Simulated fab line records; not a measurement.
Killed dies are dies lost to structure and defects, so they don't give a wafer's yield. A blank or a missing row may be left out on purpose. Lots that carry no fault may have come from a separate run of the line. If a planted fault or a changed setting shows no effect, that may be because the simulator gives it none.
fab line records | flow sfq_line
[record] lots = 14 wafers = 42 last_day = 94
route steps=325 shown I2@104 I3@136 M5@207 R5@226
lots that met no fault: from a run of the same line without faults
start_h: start of the lot's first displayed wafer, in hours after the record's first day | wait_h: hours elapsed since this lot's preceding step | " identical to the entry in the row above | L1.1+2: one row covering several wafers at once | - value missing, or start not given | * or withheld: withheld | < > ~ a bound
route shown NAME@n: names a module that has steps shown in the file, with the first one's number in the route | usual: mean/standard deviation taken from wafers without a fault | same: alike in all rows | chamber/n: place in a boat | sites: each site's reading | _std_site: how widely they spread, as a standard deviation | _edge_site: inner sites' mean taken away from outer sites' mean | radius_mm: how far each site lies from the wafer's centre | mask NAME#n: copy n | behind: tool/chamber where the wafer was last shaped | hold: the reason the lot was held/the length of the hold in hours/how it ended | device: the transistor (n, p or np) that didn't switch | end of line: tests of these same wafers at the route's end | step lacking rows: just its recipe | killed: count of dies lost to structure and defects at first sort (not the wafer's yield) | map: shows each die of a wafer: x if killed, . if not, _ if none is there
set.NAME: the setting the step ran with; set.NAME@STEP: the setting that earlier step ran with | model.NAME: the simulator's own value behind a step, which no gauge read
route steps across a sampled set of lots; one table per step, one row per wafer
services: a tool's chamber out of use, with start hour (start_h, from the record's first day; less than 0 if before it), hours out, and reason
[[steps]]
[step SFQ_TRILAYER_I2_CMP_CMP_064]
[recipe] material = SiO2 down_force_psi = 3 platen_rpm = 60 pad_velocity_m_s = 0.94248
[usual] motor_current_A = 10.2/0.9 retaining_ring_pressure_frac = 0.999/0.0051 slurry_filter_dp_kPa = 13.49/0.12 time_to_endpoint_s = 216/8.5
// columns lot.wafer tool chamber start_h wait_h motor_current_A retaining_ring_pressure_frac slurry_filter_dp_kPa time_to_endpoint_s
L515.2 cmp-01 1 427.76 5.0 12.1 1.002 13.57 220
L515.6 " 2 " " 10.0 1.005 13.30 236
L515.5 " 3 " " 10.5 1.002 13.51 225
L516.3 cmp-02 0 437.52 5.2 10.1 0.999 13.66 220
L516.5 " 1 " " 10.7 1.002 13.57 220
L516.6 " 2 " " 9.0 0.991 13.40 228
L518.3 cmp-02 1 463.52 7.4 10.9 0.993 13.31 212
L518.2 " 3 464.52 8.4 10.5 0.995 13.63 213
L518.5 " 1 465.52 9.3 10.7 0.995 13.49 220
L519.3 cmp-02 0 466.02 7.5 10.4 1.002 13.60 224
L519.6 " 0 468.02 9.4 10.0 0.997 13.23 230
L519.5 " 1 " " 10.1 0.994 13.53 212
L520.3 cmp-02 3 478.02 7.9 10.5 0.997 13.33 211
L520.2 " 1 479.02 8.9 10.8 0.999 13.48 206
L520.5 " 3 480.02 9.9 10.1 0.995 13.29 218
L525.3 cmp-02 3 540.31 8.6 10.2 0.994 13.50 275
L525.4 " 2 541.81 10.0 8.8 0.992 13.50 283
L525.6 " 0 542.81 11.0 10.4 0.992 13.67 283
L526.4 cmp-02 0 546.81 7.8 10.3 1.003 13.48 279
L526.5 " 3 548.31 9.3 10.6 0.993 13.38 281
L526.6 " 0 " " 10.3 1.003 13.54 283
L527.1 cmp-01 3 557.79 6.8 10.5 1.001 13.26 200
L527.2 " 2 559.29 8.3 10.0 0.993 13.52 222
L527.5 " 0 560.29 9.3 8.6 0.998 13.38 218
L528.2 cmp-01 1 563.79 8.0 11.9 0.998 13.49 204
L528.4 " 0 565.29 9.5 8.9 0.999 13.68 209
L528.6 " 1 " " 12.2 0.998 13.28 213
L530.2 cmp-01 2 583.12 5.8 10.0 1.005 13.57 224
L530.4 " 0 584.12 6.7 8.1 1.003 13.25 209
L530.6 " 1 " " 11.5 0.994 13.30 214
L533.1 cmp-01 3 616.12 7.1 9.9 1.003 13.44 206
L533.2 " 0 " " 9.0 0.990 13.49 206
L533.6 " 2 617.62 8.6 10.1 1.000 13.51 216
L536.1 cmp-01 1 642.62 5.9 12.2 1.002 13.66 212
L536.4 " 2 " " 10.1 1.003 13.54 238
L536.2 " 3 " " 10.2 0.997 13.48 219
L537.1 cmp-02 2 651.51 6.3 9.1 1.011 13.74 222
L537.5 " 0 652.51 7.3 9.8 1.004 13.57 228
L537.6 " 1 " " 10.7 0.988 13.61 220
L538.4 cmp-01 2 686.56 0.0 10.3 0.991 13.54 240
L538.1 " 3 " " 10.7 0.997 13.38 217
L538.5 " 3 689.06 2.5 9.9 0.999 13.30 222
[step SFQ_TRILAYER_I2_METRO_MEASURE_065]
[usual] thk_nm = 200.4/1.2
// columns lot.wafer tool chamber start_h wait_h thk_nm
L515.2 film_metro-02 - 429.58 0.3 201.2
L515.5 " - " " 200.7
L515.6 " - " " 201.9
L516.3 film_metro-01 - 439.54 0.5 201.5
L516.5 " - " " 200.8
L516.6 " - " " 201.3
L518.2 film_metro-04 - 466.34 0.3 199.5
L518.3 " - " " 199.9
L518.5 " - " " 200.2
L519.3 film_metro-02 - 469.54 0.5 201.1
L519.5 " - " " 199.9
L519.6 " - " " 202.1
L520.2 film_metro-04 - 481.34 0.3 199.4
L520.3 " - " " 200.5
L520.5 " - " " 200.7
L525.3 film_metro-02 - 543.83 0.5 303.2
L525.4 " - " " 306.9
L525.6 " - " " 306.4
L526.4 film_metro-04 - 550.03 0.6 304.6
L526.5 " - " " 306.7
L526.6 " - " " 306.3
L527.1 film_metro-02 - 560.91 0.1 198.6
L527.2 " - " " 201.6
L527.5 " - " " 199.6
L528.2 film_metro-01 - 567.11 0.3 199.3
L528.4 " - " " 198.7
L528.6 " - " " 199.3
L530.2 film_metro-04 - 585.94 0.3 201.7
L530.4 " - " " 199.9
L530.6 " - " " 199.1
L533.1 film_metro-04 - 618.74 0.1 198.6
L533.2 " - " " 200.4
L533.6 " - " " 200.9
L536.1 film_metro-02 - 645.74 0.1 201.8
L536.2 " - " " 199.3
L536.4 " - " " 204.8
L537.1 film_metro-04 - 653.63 0.1 201.0
L537.5 " - " " 202.2
L537.6 " - " " 199.6
L538.1 film_metro-01 - 689.68 0.1 199.1
L538.4 " - " " 201.5
L538.5 " - " " 200.0
[step SFQ_TRILAYER_I2_VIA_ETCH_VIA_ETCH_070]
[recipe] target = SiO2 stop_on = Nb mask_material = PR taper_deg = 20 chemistry = CHF3 target_depth_nm = 260 source_w = 500 bias_w = 80 pressure_mtorr = 30 time_s = withheld
[usual] drypump_motor_current_A = 5.6/0.39 oes_product_au = 0.856/0.0048
// columns lot.wafer tool chamber start_h wait_h drypump_motor_current_A oes_product_au
L515.2 rie_diel-01 3 489.72 0.0 5.9 0.863
L515.5 " 2 " " 5.6 0.853
L515.6 " 3 " " 5.9 0.862
L516.3 rie_diel-04 1 499.32 0.0 5.1 0.862
L516.5 " 1 " " 5.2 0.851
L516.6 " 0 " " 5.0 0.857
L518.2 rie_diel-02 3 525.72 0.0 5.2 0.851
L518.3 " 0 " " 5.6 0.852
L518.5 " 3 " " 5.2 0.864
L519.3 rie_diel-02 3 529.32 0.0 5.2 0.853
L519.5 " 2 " " 6.3 0.856
L519.6 " 3 " " 5.2 0.861
L520.2 rie_diel-04 1 543.47 0.0 5.2 0.854
L520.3 " 0 " " 5.0 0.861
L520.5 " 3 " " 5.7 0.863
L525.3 rie_diel-04 3 619.04 0.0 5.7 1.015
L525.4 " 1 " " 5.2 1.003
L525.6 " 3 " " 5.6 1.010
L526.4 rie_diel-04 1 623.90 0.1 5.2 1.003
L526.5 " 2 " " 6.0 1.000
L526.6 " 3 " " 5.6 1.019
L527.1 rie_diel-02 3 635.84 0.0 5.2 0.849
L527.2 " 0 " " 5.6 0.857
L527.5 " 1 " " 5.5 0.849
L528.2 rie_diel-04 2 640.64 0.0 6.0 0.854
L528.4 " 0 " " 5.0 0.856
L528.6 " 2 " " 6.0 0.860
L530.2 rie_diel-04 0 649.04 0.0 5.0 0.858
L530.4 " 3 " " 5.6 0.852
L530.6 " 3 " " 5.6 0.845
L533.1 rie_diel-01 3 681.77 0.0 5.8 0.850
L533.2 " 0 " " 5.2 0.866
L533.6 " 0 " " 5.2 0.853
L536.1 rie_diel-01 2 702.17 0.0 5.6 0.858
L536.2 " 1 " " 6.1 0.854
L536.4 " 3 " " 5.8 0.862
L537.1 rie_diel-04 2 704.57 0.0 6.0 0.854
L537.5 " 3 " " 5.6 0.856
L537.6 " 2 " " 6.0 0.853
L538.1 rie_diel-04 1 724.77 0.0 5.1 0.852
L538.4 " 0 " " 5.0 0.857
L538.5 " 3 " " 5.6 0.858
[step SFQ_TRILAYER_I3_METRO_MEASURE_083]
[usual] thk_nm = 200.5/1.2
// columns lot.wafer tool chamber start_h wait_h thk_nm
L515.2 film_metro-03 - 609.94 0.3 198.8
L515.5 " - " " 198.9
L515.6 " - " " 198.8
L516.3 film_metro-03 - 616.14 0.5 201.4
L516.5 " - " " 200.2
L516.6 " - " " 202.4
L518.2 film_metro-02 - 642.94 0.3 199.7
L518.3 " - " " 199.5
L518.5 " - " " 199.6
L519.3 film_metro-03 - 649.14 0.5 199.0
L519.5 " - " " 201.1
L519.6 " - " " 198.4
L520.2 film_metro-01 - 686.69 0.3 201.0
L520.3 " - " " 201.1
L520.5 " - " " 201.7
L525.3 film_metro-01 - 781.50 0.5 200.0
L525.4 " - " " 199.9
L525.6 " - " " 200.9
L526.4 film_metro-01 - 784.89 0.6 201.0
L526.5 " - " " 201.8
L526.6 " - " " 200.5
L527.1 film_metro-02 - 802.29 0.1 198.2
L527.2 " - " " 200.8
L527.5 " - " " 199.0
L528.2 film_metro-03 - 808.49 0.3 200.9
L528.4 " - " " 199.3
L528.6 " - " " 200.4
L530.2 film_metro-02 - 811.49 0.3 200.9
L530.4 " - " " 199.9
L530.6 " - " " 200.5
L533.1 film_metro-03 - 826.48 0.1 203.4
L533.2 " - " " 201.0
L533.6 " - " " 201.9
L536.1 film_metro-02 - 846.28 0.1 200.7
L536.2 " - " " 200.5
L536.4 " - " " 200.5
L537.1 film_metro-01 - 849.28 0.1 201.6
L537.5 " - " " 201.0
L537.6 " - " " 201.8
L538.1 film_metro-01 - 868.48 0.1 198.7
L538.4 " - " " 199.9
L538.5 " - " " 201.9
[step SFQ_TRILAYER_M5_STRIP_STRIP_127]
[recipe] gas = O2 power_w = 200 platen_temp_c = 40 overash_fraction = 0.65 chemistry = O2 pressure_mtorr = 50
[usual] drypump_motor_current_A = 6.2/0.38 oes_product_au = 0.998/0.011
// columns lot.wafer tool chamber start_h wait_h drypump_motor_current_A oes_product_au rf_hours_counter_h
L515.2 rie_metal-04 1 1281.21 0.1 6.6 0.994 126
L515.5 " 1 " " 6.6 1.003 -
L515.6 " 0 " " 5.6 1.019 -
L516.3 rie_metal-03 1 1282.61 0.3 5.7 1.005 -
L516.5 " 0 " " 5.9 1.006 -
L516.6 " 1 " " 5.7 0.992 -
L518.2 rie_metal-04 0 1286.01 0.1 5.6 1.017 34
L518.3 " 1 " " 6.6 0.999 -
L518.5 " 1 " " 6.6 0.999 -
L519.3 rie_metal-03 0 1287.41 0.3 5.9 1.010 -
L519.5 " 1 " " 5.7 0.995 -
L519.6 " 0 " " 5.9 1.004 -
L520.2 rie_metal-04 0 1288.41 0.1 5.6 1.015 35
L520.3 " 1 " " 6.6 1.000 -
L520.5 " 1 " " 6.6 0.999 -
L525.3 rie_metal-04 1 1387.06 0.3 6.6 0.995 -
L525.4 " 0 " " 5.6 1.016 -
L525.6 " 1 " " 6.6 1.001 -
L526.4 rie_metal-01 1 1394.26 0.3 6.2 0.988 -
L526.5 " 0 " " 6.5 0.983 -
L526.6 " 1 " " 6.2 0.989 -
L527.1 rie_metal-01 1 1396.46 0.1 6.2 0.989 84
L527.2 " 0 " " 6.5 1.000 72
L527.5 " 1 " " 6.2 0.989 -
L528.2 rie_metal-01 1 1407.26 0.1 6.2 0.996 86
L528.4 " 1 " " 6.3 0.988 -
L528.6 " 0 " " 6.5 0.996 -
L530.2 rie_metal-04 1 1412.19 0.1 6.6 0.993 7
L530.4 " 1 " " 6.6 0.989 -
L530.6 " 1 " " 6.6 0.996 -
L533.1 rie_metal-01 1 1430.19 0.1 6.2 0.988 88
L533.2 " 0 " " 6.6 1.000 76
L533.6 " 1 " " 6.2 0.993 -
L536.1 rie_metal-01 1 1454.19 0.1 6.2 0.981 90
L536.2 " 0 " " 6.6 0.999 79
L536.4 " 1 " " 6.2 0.983 -
L537.1 rie_metal-04 0 1460.31 0.1 5.6 1.006 62
L537.5 " 1 " " 6.6 0.995 -
L537.6 " 0 " " 5.6 1.014 -
L538.1 rie_metal-04 1 1467.51 0.1 6.6 0.984 14
L538.4 " 1 " " 6.6 0.975 -
L538.5 " 1 " " 6.6 0.988 -
[step SFQ_TRILAYER_R5_STRIP_STRIP_140]
[recipe] gas = O2 power_w = 200 platen_temp_c = 40 overash_fraction = 0.65 chemistry = O2 pressure_mtorr = 50
[usual] drypump_motor_current_A = 5.5/0.61 oes_product_au = 1.000/0.0098
// columns lot.wafer tool chamber start_h wait_h drypump_motor_current_A oes_product_au rf_hours_counter_h
L515.2 rie_metal-03 0 1428.85 0.0 5.9 1.010 30
L515.5 " 0 " " 5.9 1.011 -
L515.6 " 1 " " 5.7 0.998 -
L516.3 rie_metal-02 1 1432.76 0.3 5.3 1.005 -
L516.5 " 1 " " 5.2 0.996 -
L516.6 " 0 " " 4.6 1.001 -
L518.2 rie_metal-04 0 1434.85 0.0 5.6 1.014 58
L518.3 " 0 " " 5.6 1.010 -
L518.5 " 1 " " 6.6 0.998 -
L519.3 rie_metal-02 1 1436.25 0.2 5.3 1.007 -
L519.5 " 0 " " 4.6 1.003 -
L519.6 " 1 " " 5.2 1.004 -
L520.2 rie_metal-03 1 1437.25 0.0 5.7 1.011 59
L520.3 " 0 " " 5.9 1.014 -
L520.5 " 1 " " 5.7 1.008 -
L525.3 rie_metal-02 1 1524.01 0.2 5.3 0.986 -
L525.4 " 0 " " 4.6 0.987 -
L525.6 " 1 " " 5.3 0.994 -
L526.4 rie_metal-02 0 1534.65 0.2 4.6 0.999 -
L526.5 " 0 " " 4.6 0.997 -
L526.6 " 1 " " 5.3 0.990 -
L527.1 rie_metal-03 0 1540.45 0.0 5.9 1.006 47
L527.2 " 1 " " 5.7 0.995 75
L527.5 " 0 " " 5.9 1.019 -
L528.2 rie_metal-04 0 1550.05 0.0 5.6 1.014 73
L528.4 " 1 " " 6.6 0.992 -
L528.6 " 1 " " 6.6 1.002 -
L530.2 rie_metal-02 1 1558.45 0.0 5.2 0.999 88
L530.4 " 0 " " 4.6 0.992 -
L530.6 " 1 " " 5.3 1.003 -
L533.1 rie_metal-04 1 1576.45 0.0 6.6 0.993 27
L533.2 " 0 " " 5.6 1.010 76
L533.6 " 0 " " 5.6 0.999 -
L536.1 rie_metal-02 0 1596.97 0.0 4.6 1.003 114
L536.2 " 1 " " 5.2 0.992 93
L536.4 " 1 " " 5.3 0.989 -
L537.1 rie_metal-02 1 1604.17 0.0 5.2 0.993 94
L537.5 " 0 " " 4.6 1.002 -
L537.6 " 1 " " 5.3 0.996 -
L538.1 rie_metal-04 1 1607.77 0.0 6.6 0.982 30
L538.4 " 1 " " 6.6 0.992 -
L538.5 " 1 " " 6.6 0.991 -
[[services]]
// columns tool chamber start_h hours kind
rie_metal-04 1 412.99 4.2 repair
film_metro-02 - 478.46 0.3 pm
film_metro-02 - 493.20 1.7 pm
rie_metal-04 1 496.25 18.4 repair
film_metro-02 - 517.63 0.2 pm
rie_metal-04 - 532.80 2.8 pm
rie_metal-04 - 553.75 1.4 pm
rie_metal-04 1 587.62 3.4 repair
film_metro-02 - 723.35 0.6 pm
film_metro-02 - 738.20 0.4 pm
film_metro-02 - 741.01 2.3 repair
film_metro-02 - 747.15 4.1 repair
film_metro-02 - 761.86 1.7 pm
rie_metal-04 - 769.99 0.4 repair
film_metro-02 - 781.09 1.7 pm
film_metro-02 - 855.94 1.3 pm
rie_metal-04 - 883.18 0.6 repair
rie_metal-04 1 958.72 2.3 repair
film_metro-02 - 968.35 1.1 pm
film_metro-02 - 983.20 0.9 pm
film_metro-02 - 1007.49 0.7 pm
rie_metal-04 - 1205.59 14.6 pm
rie_metal-04 1 1239.58 14.2 repair
rie_metal-04 - 1474.99 0.4 repair
[[key]]
[first_sign] step = SFQ_TRILAYER_I2_CMP_CMP_064 reading = time_to_endpoint_s direction = up sigmas = 7.5 usual = * struck = *
[effect] step = SFQ_TRILAYER_I2_METRO_MEASURE_065 reading = thk_nm direction = up sigmas = 88 usual = 200.4 struck = 305.7
[effect] step = SFQ_TRILAYER_I2_VIA_ETCH_VIA_ETCH_070 reading = oes_product_au direction = up sigmas = 32 usual = 0.856 struck = 1.009
met_at SFQ_TRILAYER_I2_CMP_CMP_064
struck_lots L525,L526
not_acting_at SFQ_TRILAYER_I3_METRO_MEASURE_083,SFQ_TRILAYER_M5_STRIP_STRIP_127,SFQ_TRILAYER_R5_STRIP_STRIP_140
onset_between 478.02 540.31
[fault] kind = process_parameter_drift tool = cmp-02 chamber = - onset_h = 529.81 steps = SFQ_TRILAYER_I2_CMP_CMP_064 channel = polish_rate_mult offset = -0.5 shape = step end_h = 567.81
